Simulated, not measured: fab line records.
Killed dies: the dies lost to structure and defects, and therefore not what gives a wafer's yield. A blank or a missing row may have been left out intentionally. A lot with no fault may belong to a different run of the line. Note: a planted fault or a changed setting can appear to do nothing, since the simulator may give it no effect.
Which tool is to blame?    flow sky130    21 wafers from 7 lots sampled at 2 of the route's 708 steps

== WHAT EACH GAUGE READ, for each wafer ==
SKY_FIELD_ISO_THK_MEAS_23.
lot   measured     on             FIELD_ISO_OXIDATION_01_THK (nm)
L521  day 2 19:54  film-metro-02  9.92 10.03 9.98
L523  day 3 09:10  film-metro-04  9.87 9.63 9.66
L527  day 4 02:52  film-metro-04  9.87 9.84 9.65
L529  day 4 10:50  film-metro-01  9.89 9.94 10.15
L532  day 5 05:20  film-metro-01  10.49 10.29 10.40
L534  day 5 14:38  film-metro-01  9.88 9.92 9.90
L542  day 7 10:05  film-metro-04  10.27 10.28 10.14

== EACH LOT AND THE TOOL THAT RAN IT (in order: tool; ch and the chambers of the sampled wafers; start) ==
lot   SKY_FIELD_ISO_ETCH_14
L521  rie-diel-02 ch 0,2,3, day 2 18:10
L523  rie-diel-01 ch 0,1,2, day 3 06:08
L527  rie-diel-01 ch 2,3, day 3 23:06
L529  rie-diel-03 ch 0,1, day 4 08:01
L532  rie-diel-01 ch 0,2,3, day 5 01:29
L534  rie-diel-01 ch 0,1, day 5 11:04
L542  rie-diel-02 ch 0,1,3, day 7 07:20
- SKY_FIELD_ISO_ETCH_14: etches BARC in N2/H2, stops on SiO2, time 45.9 s, target depth 60 nm.

== THE ANSWER, worked out from the rows above alone ==
Rule: what is usual is taken from the lots themselves. Put in order of their means at a reading, lots are off if they are a third of the lots or fewer, leave a main group of 4 or more, and stand apart from it by a gap of 3 or more times the standard deviation of the main group's means; of several such gaps the widest counts. If all means in a main group match to the digits the tables above print for the reading, that group is not used. A lot without any number at a reading at which 4 lots or more have one is off too. The other lots that the step has rows for count as sound.
None of the lots is off at any reading shown; this tells nothing.

== WHAT HAD BEEN PUT IN BY THE SIMULATOR ==
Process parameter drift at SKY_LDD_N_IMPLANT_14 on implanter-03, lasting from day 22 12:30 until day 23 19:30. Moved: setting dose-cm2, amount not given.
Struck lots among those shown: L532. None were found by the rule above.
